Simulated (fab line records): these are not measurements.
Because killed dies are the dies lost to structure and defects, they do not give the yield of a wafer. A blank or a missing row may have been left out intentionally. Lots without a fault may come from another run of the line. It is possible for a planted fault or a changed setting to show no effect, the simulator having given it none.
fab line records	flow sky130
record: lots: 11	wafers: 33	last_day: 50
route steps=708 shown METAL2@498 VIA2@522 METAL3@535 PAD_OPEN@708
lots that met no fault: taken from a fault-free run of the same line
start_h: start of the lot's first displayed wafer, in hours after the record's first day	wait_h: hours since the lot's step before	" repeats the value in the row above	L1.1+2: a single row standing in for several wafers	- either no value or no given start	* or withheld: withheld	< > ~ a bound
route shown NAME@n: a module of which the file shows steps, and the number in the route of the first	usual: average and standard deviation across the fault-free wafers	same: alike in all rows	chamber/n: place in a boat	sites: each site's reading	_std_site: their standard deviation	_edge_site: the outer-site mean with the inner-site mean subtracted	radius_mm: how far each site lies from the wafer's centre	mask NAME#n: copy n	behind: the tool/chamber that last shaped the wafer	hold: cause of the lot's hold/its duration in hours/its outcome	device: transistor that didn't switch, given as n, p or np	end of line: the same wafers' tests at the end of the route	a step given without rows: its recipe and nothing more	killed: count of dies lost to structure and defects at first sort (not the wafer's yield)	map: per-die view of a wafer (x killed, . not killed, _ where there is no die)
set.NAME: setting as actually run; set.NAME@STEP: the setting as run at that earlier step	model.NAME: the simulator's own value behind a step, which no gauge read
steps of the route over a sample of lots; a table a step, a row a wafer
services: a tool's chamber out of use, with start hour (start_h, from the record's first day; less than 0 if before it), hours out, and reason
== steps ==
step: SKY_METAL2_CD_MEAS_15
recipe: target_cd_nm: 140
usual: cd_nm: 140.3/1.3
lot.wafer	tool	chamber	start_h	wait_h	cd_nm
L602.1	cd_sem-01	-	830.96	-	141.1
L602.5	"	-	"	"	140.1
L602.6	"	-	"	"	142.2
L604.1	cd_sem-02	-	847.54	-	141.2
L604.2	"	-	"	"	141.0
L604.3	"	-	"	"	141.8
L607.2	cd_sem-01	-	864.16	-	141.9
L607.3	"	-	"	"	140.2
L607.6	"	-	"	"	141.5
L608.2	cd_sem-01	-	873.91	-	138.7
L608.5	"	-	"	"	139.5
L608.6	"	-	"	"	140.0
L609.3	cd_sem-02	-	883.88	-	138.2
L609.5	"	-	"	"	138.4
L609.6	"	-	"	"	140.2
L610.2	cd_sem-01	-	890.33	-	140.2
L610.5	"	-	"	"	138.9
L610.6	"	-	"	"	140.2
L611.4	cd_sem-01	-	896.57	-	139.2
L611.5	"	-	"	"	138.5
L611.6	"	-	"	"	138.3
L614.1	cd_sem-02	-	948.80	-	141.2
L614.3	"	-	"	"	140.3
L614.6	"	-	"	"	140.9
L620.1	cd_sem-01	-	956.61	-	141.9
L620.5	"	-	"	"	139.8
L620.6	"	-	"	"	140.3
L621.3	cd_sem-02	-	960.70	-	138.8
L621.5	"	-	"	"	138.1
L621.6	"	-	"	"	139.1
L622.2	cd_sem-02	-	976.93	-	140.2
L622.4	"	-	"	"	138.4
L622.5	"	-	"	"	139.1
step: SKY_METAL2_ETCH_18
recipe: chemistry: N2/H2	target: BARC	ion_energy_ev: 200	bias_w: 100	pressure_mtorr: 30	n2_flow_sccm: 100	h2_flow_sccm: 200	icp_w: 500	stop_on: SiO2	time_s: 45.9	target_depth_a: 600
usual: bias_w: 100.07/0.28	chamber_pressure_mTorr: 30.000/0.026	drypump_motor_current_A: 5.5/0.3	oes_product_au: 0.854/0.005	throttle_valve_pct: 13.225/0.0098
lot.wafer	tool	chamber	start_h	wait_h	bias_w	chamber_pressure_mTorr	drypump_motor_current_A	oes_product_au	rf_hours_counter_h	throttle_valve_pct
L602.1	rie_metal-01	0	831.15	0.0	99.93	30.002	5.6	0.854	10	13.222
L602.5	"	1	"	"	100.07	30.022	4.9	0.855	-	13.216
L602.6	"	0	"	"	100.26	29.962	5.6	0.862	-	13.229
L604.1	rie_metal-01	0	847.73	0.0	100.20	29.981	5.6	0.857	11	13.220
L604.2	"	1	"	"	100.67	30.033	4.9	0.843	6	13.216
L604.3	"	1	"	"	100.42	29.973	4.8	0.866	-	13.226
L607.2	rie_metal-02	0	864.33	0.0	99.99	30.022	5.7	0.857	9	13.200
L607.3	"	0	"	"	99.38	29.979	5.7	0.860	-	13.213
L607.6	"	0	"	"	99.50	30.011	5.6	0.857	-	13.214
L608.2	rie_metal-02	1	874.08	0.0	99.53	30.012	5.6	0.849	3	13.225
L608.5	"	1	"	"	99.80	30.008	5.6	0.854	-	13.244
L608.6	"	0	"	"	100.10	29.976	5.7	0.854	-	13.220
L609.3	rie_metal-02	1	884.05	0.0	100.21	29.999	5.6	0.850	-	13.224
L609.5	"	0	"	"	100.11	29.961	5.7	0.848	-	13.228
L609.6	"	1	"	"	100.11	30.005	5.6	0.844	-	13.235
L610.2	rie_metal-03	0	890.55	0.1	100.53	29.998	5.6	0.848	-	13.235
L610.5	"	0	"	"	100.12	29.996	5.6	0.853	-	13.228
L610.6	"	0	"	"	100.13	30.025	5.6	0.849	-	13.227
L611.4	rie_metal-02	0	896.72	0.0	100.34	29.950	5.6	0.851	-	13.237
L611.5	"	0	"	"	100.08	30.019	5.6	0.857	-	13.219
L611.6	"	1	"	"	99.26	29.947	5.6	0.851	-	13.215
L614.1	rie_metal-02	0	948.98	0.0	100.26	29.959	5.6	0.859	12	13.223
L614.3	"	0	"	"	100.06	30.004	5.7	0.857	-	13.233
L614.6	"	0	"	"	99.91	30.036	5.7	0.850	-	13.226
L620.1	rie_metal-01	0	956.80	0.0	100.40	29.977	5.6	0.856	17	13.227
L620.5	"	0	"	"	100.00	30.028	5.6	0.840	-	13.243
L620.6	"	1	"	"	99.77	30.012	4.9	0.853	-	13.238
L621.3	rie_metal-02	0	960.87	0.0	100.04	29.977	5.7	0.852	-	13.200
L621.5	"	1	"	"	100.54	29.921	5.6	0.842	-	13.217
L621.6	"	0	"	"	99.91	30.011	5.7	0.861	-	13.208
L622.2	rie_metal-02	0	977.10	0.0	100.16	30.021	5.7	0.857	14	13.221
L622.4	"	0	"	"	100.12	29.989	5.7	0.855	-	13.217
L622.5	"	0	"	"	99.97	29.995	5.7	0.846	-	13.234
step: SKY_VIA2_ETCH_15
recipe: target: SiO2	chemistry: C4F8/O2/Ar	target_depth_nm: 546	stop_on: TiN	mask_material: KrF-thick	source_w: 1500	bias_w: 1200	pressure_mtorr: 40	c4f8_flow_sccm: withheld	O2_flow_sccm: 6	Ar_flow_sccm: 300	time_s: 84
usual: bias_w: 1200/3.1	chamber_pressure_mTorr: 40.00/0.032	oes_product_au: 0.939/0.0049
lot.wafer	tool	chamber	start_h	wait_h	bias_w	chamber_pressure_mTorr	oes_product_au	rf_hours_counter_h
L602.1	rie_diel-01	2	858.66	0.0	1203	39.95	0.941	17
L602.5	"	2	"	"	1198	39.94	0.949	-
L602.6	"	1	"	"	1207	40.03	0.940	-
L604.1	rie_diel-02	0	875.06	0.0	1199	39.94	0.938	10
L604.2	"	1	"	"	1205	39.99	0.935	20
L604.3	"	3	"	"	1199	40.02	0.940	9
L607.2	rie_diel-03	2	891.61	0.0	1198	39.97	0.929	5
L607.3	"	0	"	"	1199	39.98	0.945	2
L607.6	"	2	"	"	1200	40.01	0.948	-
L608.2	rie_diel-01	0	901.16	0.0	1196	40.02	0.932	11
L608.5	"	0	"	"	1195	39.98	0.932	-
L608.6	"	1	"	"	1203	40.08	0.939	-
L609.3	rie_diel-03	3	909.61	0.0	1199	39.97	0.936	4
L609.5	"	0	"	"	1197	39.98	0.936	-
L609.6	"	1	"	"	1200	40.03	0.934	-
L610.2	rie_diel-01	3	917.69	0.0	1202	40.00	0.937	12
L610.5	"	3	"	"	1199	39.97	0.938	-
L610.6	"	0	"	"	1204	39.98	0.938	-
L611.4	rie_diel-01	1	923.41	0.0	1197	40.09	0.935	14
L611.5	"	3	"	"	1198	40.04	0.937	-
L611.6	"	0	"	"	1197	40.01	0.942	-
L614.1	rie_diel-03	2	975.36	0.0	1200	40.00	0.934	9
L614.3	"	0	"	"	1202	39.97	0.940	5
L614.6	"	2	"	"	1200	39.97	0.926	-
L620.1	rie_diel-01	2	982.39	0.0	-	-	-	-
L620.5	"	0	"	"	-	-	-	-
L620.6	"	1	"	"	-	-	-	-
L621.3	rie_diel-01	2	986.71	0.0	-	-	-	-
L621.5	"	2	"	"	-	-	-	-
L621.6	"	1	"	"	-	-	-	-
L622.2	rie_diel-02	0	1003.01	0.0	-	-	-	-
L622.4	"	1	"	"	-	-	-	-
L622.5	"	2	"	"	-	-	-	-
step: SKY_VIA2_STRIP_16
recipe: chemistry: O2/N2	power_w: 1400	pressure_mtorr: 1500	platen_temp_c: withheld	o2_flow_sccm: 3000	n2_flow_sccm: 300	overash_fraction: 0.5
usual: drypump_motor_current_A: 5.9/0.47	oes_product_au: 0.398/0.0048	strip_time_to_endpoint_s: 4.04/0.041
lot.wafer	tool	chamber	start_h	wait_h	drypump_motor_current_A	oes_product_au	rf_hours_counter_h	strip_time_to_endpoint_s
L602.1	plasma_asher-03	0	858.72	0.0	5.7	0.397	101	4.07
L602.5	"	1	"	"	5.7	0.400	-	4.07
L602.6	"	0	"	"	5.7	0.398	-	4.06
L604.1	plasma_asher-01	1	875.12	0.0	5.2	0.396	76	4.04
L604.2	"	0	"	"	5.9	0.405	76	4.00
L604.3	"	1	"	"	5.2	0.392	-	4.10
L607.2	plasma_asher-03	1	891.68	0.0	5.7	0.402	104	4.05
L607.3	"	0	"	"	5.7	0.391	-	4.07
L607.6	"	1	"	"	5.7	0.401	-	4.06
L608.2	plasma_asher-02	1	901.23	0.0	5.8	0.407	47	4.14
L608.5	"	1	"	"	5.8	0.401	-	4.13
L608.6	"	0	"	"	6.8	0.407	-	4.06
L609.3	plasma_asher-03	1	909.71	0.1	5.7	0.394	-	4.03
L609.5	"	0	"	"	5.7	0.399	-	4.03
L609.6	"	1	"	"	5.7	0.386	-	3.99
L610.2	plasma_asher-01	1	917.76	0.0	5.2	0.397	80	3.97
L610.5	"	1	"	"	5.2	0.392	-	4.00
L610.6	"	0	"	"	5.9	0.392	-	4.08
L611.4	plasma_asher-02	0	923.50	0.1	6.8	0.403	-	4.03
L611.5	"	1	"	"	5.7	0.398	-	3.98
L611.6	"	0	"	"	6.8	0.404	-	4.12
L614.1	plasma_asher-03	0	975.43	0.0	5.7	0.400	113	4.03
L614.3	"	1	"	"	5.7	0.404	-	4.01
L614.6	"	0	"	"	5.7	0.395	-	4.04
L620.1	plasma_asher-01	1	982.46	0.0	5.2	0.451	87	5.22
L620.5	"	1	"	"	5.2	0.446	-	5.20
L620.6	"	0	"	"	5.9	0.440	-	5.18
L621.3	plasma_asher-03	0	986.80	0.1	5.8	0.453	-	5.18
L621.5	"	1	"	"	5.7	0.446	-	5.19
L621.6	"	0	"	"	5.7	0.440	-	5.20
L622.2	plasma_asher-02	0	1003.08	0.0	6.8	0.443	58	5.19
L622.4	"	1	"	"	5.8	0.436	-	5.19
L622.5	"	0	"	"	6.8	0.449	-	5.20
step: SKY_METAL3_SPUTTER_03
recipe: material: Ti	target_thk_nm: 5	power_w: 3000	time_s: 3.3	chamber_pressure_pa: 0.4
usual: throttle_valve_pct: 29.6/0.69
lot.wafer	tool	chamber	start_h	wait_h	throttle_valve_pct
L602.1	pvd_sputter-04	-	860.12	0.0	28.9
L602.5	"	-	"	"	30.4
L602.6	"	-	"	"	29.1
L604.1	pvd_sputter-04	-	876.47	0.0	29.2
L604.2	"	-	"	"	30.2
L604.3	"	-	"	"	29.2
L607.2	pvd_sputter-03	-	893.07	0.0	28.7
L607.3	"	-	"	"	29.2
L607.6	"	-	"	"	28.8
L608.2	pvd_sputter-04	-	902.58	0.0	30.2
L608.5	"	-	"	"	30.3
L608.6	"	-	"	"	29.3
L609.3	pvd_sputter-02	-	911.16	0.0	29.5
L609.5	"	-	"	"	29.2
L609.6	"	-	"	"	31.0
L610.2	pvd_sputter-02	-	919.11	0.0	30.6
L610.5	"	-	"	"	30.8
L610.6	"	-	"	"	30.4
L611.4	pvd_sputter-03	-	924.83	0.0	29.6
L611.5	"	-	"	"	28.7
L611.6	"	-	"	"	28.9
L614.1	pvd_sputter-02	-	977.78	0.0	30.3
L614.3	"	-	"	"	31.0
L614.6	"	-	"	"	30.6
step: SKY_PAD_OPEN_PROBE_99
usual: defect_limited_yield: 82.4/1.9	killed_at_M0_to_M3: 44/6.5	killed_at_M4_up: 2.9/1.7	killed_at_contacts: 24/5.7	killed_at_front_end: 16/4.4	killed_at_other: 0.2/0.48	killed_dies: 87/9.6	killed_on_rim: 17/3.8	killed_open: 48/6.7	killed_short: 38/6.2	sort_bin_3_pad_short: 0.8/0.39	sort_bin_5_function: 10.5/1.6	sort_bin_6_memory: 6.4/1	sort_n_pass: 405/9.5	sort_yield_pct: 82.3/1.9
same: gross_dies: 492	killed_at_back_side: 0	sort_bin_4_leakage[%]: 0	sort_bin_8_speed[%]: 0
lot.wafer	tool	chamber	start_h	wait_h	defect_limited_yield[%]	killed_at_M0_to_M3	killed_at_M4_up	killed_at_contacts	killed_at_front_end	killed_at_other	killed_dies	killed_on_rim	killed_open	killed_short	sort_bin_3_pad_short[%]	sort_bin_5_function[%]	sort_bin_6_memory[%]	sort_n_pass	sort_yield_pct[%]
L608.2	prober-02	-	1121.78	0.1	82.7	47	3	24	11	0	85	14	54	31	0.2	12.0	5.1	407	82.7
L608.5	prober-02	-	1121.93	0.2	83.3	46	2	21	13	0	82	19	41	41	0.8	9.6	6.3	410	83.3
L608.6	prober-02	-	1121.98	0.2	82.7	39	1	23	21	1	85	18	47	38	0.8	10.4	6.1	407	82.7
L609.3	prober-01	-	1126.83	0.2	82.3	50	1	19	17	0	87	19	51	36	1.6	11.2	4.9	405	82.3
L609.5	prober-01	-	1126.93	0.2	77.6	58	6	28	18	0	110	21	53	57	1.0	13.6	7.7	382	77.6
L609.6	prober-01	-	1126.98	0.2	83.7	42	1	27	10	0	80	20	46	34	0.8	9.3	6.1	412	83.7
L620.1	prober-01	-	1182.29	0.1	0	457	2	26	7	0	492	96	50	33	0.4	93.1	6.5	0	0
L620.5	prober-01	-	1182.49	0.2	0	460	3	17	10	2	492	96	51	32	0.6	93.5	5.9	0	0
L620.6	prober-01	-	1182.54	0.2	0	451	3	23	15	0	492	96	45	41	0.6	92.7	6.7	0	0
L621.3	prober-01	-	1185.58	0.2	0	447	2	25	18	0	492	96	38	53	1.2	93.9	4.9	0	0
L621.5	prober-01	-	1185.68	0.2	0	445	8	19	19	1	492	96	41	41	0.4	93.5	6.1	0	0
L621.6	prober-01	-	1185.73	0.2	0	451	1	26	14	0	492	96	55	25	0.4	92.9	6.7	0	0
L622.2	prober-02	-	1198.19	0.1	0	451	4	17	19	1	492	96	58	28	0.6	93.1	6.3	0	0
L622.4	prober-02	-	1198.29	0.2	0	458	1	15	18	0	492	96	55	38	0.6	94.1	5.3	0	0
L622.5	prober-02	-	1198.34	0.2	0	442	4	24	22	0	492	96	55	46	0.4	92.1	7.5	0	0
killed by level:class
L608.2 VIA1:geometric_particle:open=15 CONTACT:geometric_particle:open=12 VIA2:geometric_particle:open=7 METAL2:geometric_particle:short=7 METAL2:geometric_particle:open=5 POLY_GATE:geometric_particle:open=4 LOCAL_INTERCONNECT:geometric_particle:short=4 FIELD_ISO:geometric_particle:open=3
L608.5 CONTACT:geometric_particle:open=10 METAL2:geometric_particle:short=10 METAL1:geometric_particle:short=7 VIA1:geometric_particle:open=6 VIA2:geometric_particle:open=6 VIA2:geometric_particle:short=5 POLY_GATE:geometric_particle:open=4 LI_CONTACT:geometric_particle:open=4
L608.6 VIA1:geometric_particle:open=9 CONTACT:geometric_particle:open=8 POLY_GATE:geometric_particle:open=7 METAL2:geometric_particle:short=7 LI_CONTACT:geometric_particle:open=6 VIA1:geometric_particle:short=6 FIELD_ISO:geometric_particle:open=5 VIA2:geometric_particle:open=4
L609.3 VIA1:geometric_particle:open=14 METAL3:geometric_particle:short=9 LI_CONTACT:geometric_particle:open=7 FIELD_ISO:geometric_particle:open=6 VIA3:geometric_particle:open=6 FIELD_ISO:geometric_particle:short=5 VIA1:geometric_particle:short=5 VIA2:geometric_particle:open=5
L609.5 VIA2:geometric_particle:open=12 VIA1:geometric_particle:open=12 CONTACT:geometric_particle:short=8 LI_CONTACT:geometric_particle:short=8 METAL2:geometric_particle:short=7 VIA3:geometric_particle:open=6 FIELD_ISO:geometric_particle:open=5 FIELD_ISO:geometric_particle:short=5
L609.6 VIA1:geometric_particle:open=12 LI_CONTACT:geometric_particle:open=9 CONTACT:geometric_particle:open=9 VIA2:geometric_particle:open=7 LOCAL_INTERCONNECT:geometric_particle:short=6 VIA2:geometric_particle:short=5 VIA3:geometric_particle:short=4 METAL2:geometric_particle:short=4
L620.1 VIA2:area_etch=409 VIA2:geometric_particle:open=14 CONTACT:geometric_particle:open=10 VIA1:geometric_particle:open=10 LI_CONTACT:geometric_particle:open=7 METAL1:geometric_particle:short=6 METAL3:geometric_particle:short=4 LOCAL_INTERCONNECT:geometric_particle:short=4
L620.5 VIA2:area_etch=407 VIA3:geometric_particle:open=13 VIA1:geometric_particle:open=11 VIA2:geometric_particle:open=8 CONTACT:geometric_particle:open=7 METAL2:geometric_particle:short=6 LI_CONTACT:geometric_particle:open=4 METAL1:geometric_particle:short=4
L620.6 VIA2:area_etch=406 METAL2:geometric_particle:short=11 LI_CONTACT:geometric_particle:open=7 CONTACT:geometric_particle:open=7 VIA1:geometric_particle:open=7 VIA3:geometric_particle:open=7 FIELD_ISO:geometric_particle:short=5 LOCAL_INTERCONNECT:geometric_particle:short=5
L621.3 VIA2:area_etch=400 VIA2:geometric_particle:open=10 VIA1:geometric_particle:open=8 VIA1:geometric_particle:short=7 CONTACT:geometric_particle:short=6 METAL2:geometric_particle:short=6 POLY_GATE:geometric_particle:short=5 LOCAL_INTERCONNECT:geometric_particle:short=5
L621.5 VIA2:area_etch=409 CONTACT:geometric_particle:open=8 VIA1:geometric_particle:open=8 VIA2:geometric_particle:short=7 METAL4:geometric_particle:short=7 FIELD_ISO:geometric_particle:short=6 FIELD_ISO:geometric_particle:open=5 POLY_GATE:geometric_particle:open=5
L621.6 VIA2:area_etch=412 CONTACT:geometric_particle:open=12 VIA1:geometric_particle:open=12 VIA2:geometric_particle:open=11 LOCAL_INTERCONNECT:geometric_particle:short=5 LI_CONTACT:geometric_particle:open=4 CONTACT:geometric_particle:short=4 FIELD_ISO:geometric_particle:open=3
L622.2 VIA2:area_etch=405 VIA1:geometric_particle:open=15 VIA3:geometric_particle:open=8 POLY_GATE:geometric_particle:open=6 FIELD_ISO:geometric_particle:open=6 CONTACT:geometric_particle:open=6 LI_CONTACT:geometric_particle:open=5 METAL3:geometric_particle:short=5
L622.4 VIA2:area_etch=399 VIA1:geometric_particle:open=20 VIA1:geometric_particle:short=9 VIA3:geometric_particle:open=7 POLY_GATE:geometric_particle:short=5 LI_CONTACT:geometric_particle:open=5 CONTACT:geometric_particle:open=5 METAL1:geometric_particle:short=4
L622.5 VIA2:area_etch=391 VIA1:geometric_particle:open=11 VIA3:geometric_particle:open=9 POLY_GATE:geometric_particle:open=8 LI_CONTACT:geometric_particle:open=8 METAL2:geometric_particle:short=8 CONTACT:geometric_particle:open=7 METAL1:geometric_particle:short=7
== services ==
tool	chamber	start_h	hours	kind
rie_diel-02	2	807.58	5.8	repair
plasma_asher-02	-	810.74	1.0	repair
pvd_sputter-03	-	818.83	13.6	repair
rie_diel-01	-	824.05	2.8	pm
rie_diel-03	0	835.04	3.9	repair
rie_diel-02	3	838.46	15.9	repair
pvd_sputter-03	-	843.01	26.9	repair
rie_metal-01	-	854.82	0.6	repair
plasma_asher-02	-	855.45	4.8	repair
pvd_sputter-03	-	857.44	0.9	repair
rie_diel-02	1	864.14	7.5	repair
pvd_sputter-02	-	866.69	0.6	repair
rie_diel-02	-	900.36	15.6	pm
pvd_sputter-04	-	910.02	4.1	repair
pvd_sputter-02	-	932.88	0.8	repair
pvd_sputter-03	-	933.42	75.8	repair
rie_diel-01	1	940.29	6.3	repair
rie_diel-02	1	940.50	1.5	repair
rie_diel-03	1	940.67	9.6	repair
pvd_sputter-03	-	942.90	1.0	repair
rie_diel-02	2	955.41	14.9	repair
pvd_sputter-03	-	955.82	7.4	repair
rie_diel-01	3	980.89	4.1	repair
pvd_sputter-02	-	989.22	0.9	repair
== key ==
first_sign: step: SKY_VIA2_ETCH_15	reading: tool_record	direction: missing
effect: step: SKY_VIA2_STRIP_16	reading: strip_time_to_endpoint_s	direction: up	sigmas: 28	usual: *	struck: *
effect: step: SKY_PAD_OPEN_PROBE_99	reading: killed_at_M0_to_M3	direction: up	sigmas: 63	usual: 44	struck: 451
more_kills_born_at: SKY_VIA2_ETCH_15@rie_diel-01: 2443	SKY_VIA2_ETCH_15@rie_diel-02: 1195
met_at SKY_VIA2_ETCH_15
struck_lots L620,L621,L622
later_rows_left_out L620.1,L620.5,L620.6,L621.3,L621.5,L621.6,L622.2,L622.4,L622.5
not_acting_at SKY_METAL2_CD_MEAS_15,SKY_METAL2_ETCH_18,SKY_METAL3_SPUTTER_03
onset_between 923.41 982.39
fault: kind: skipped_step_whole	tool: rie_diel-01,rie_diel-02	chamber: -	onset_h: 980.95	steps: SKY_VIA2_ETCH_15	scope: struck_lots_only
later_rows_left_out: the simulator's readings of these wafers behind a module that went badly wrong aren't trusted and aren't shown, but for the sort
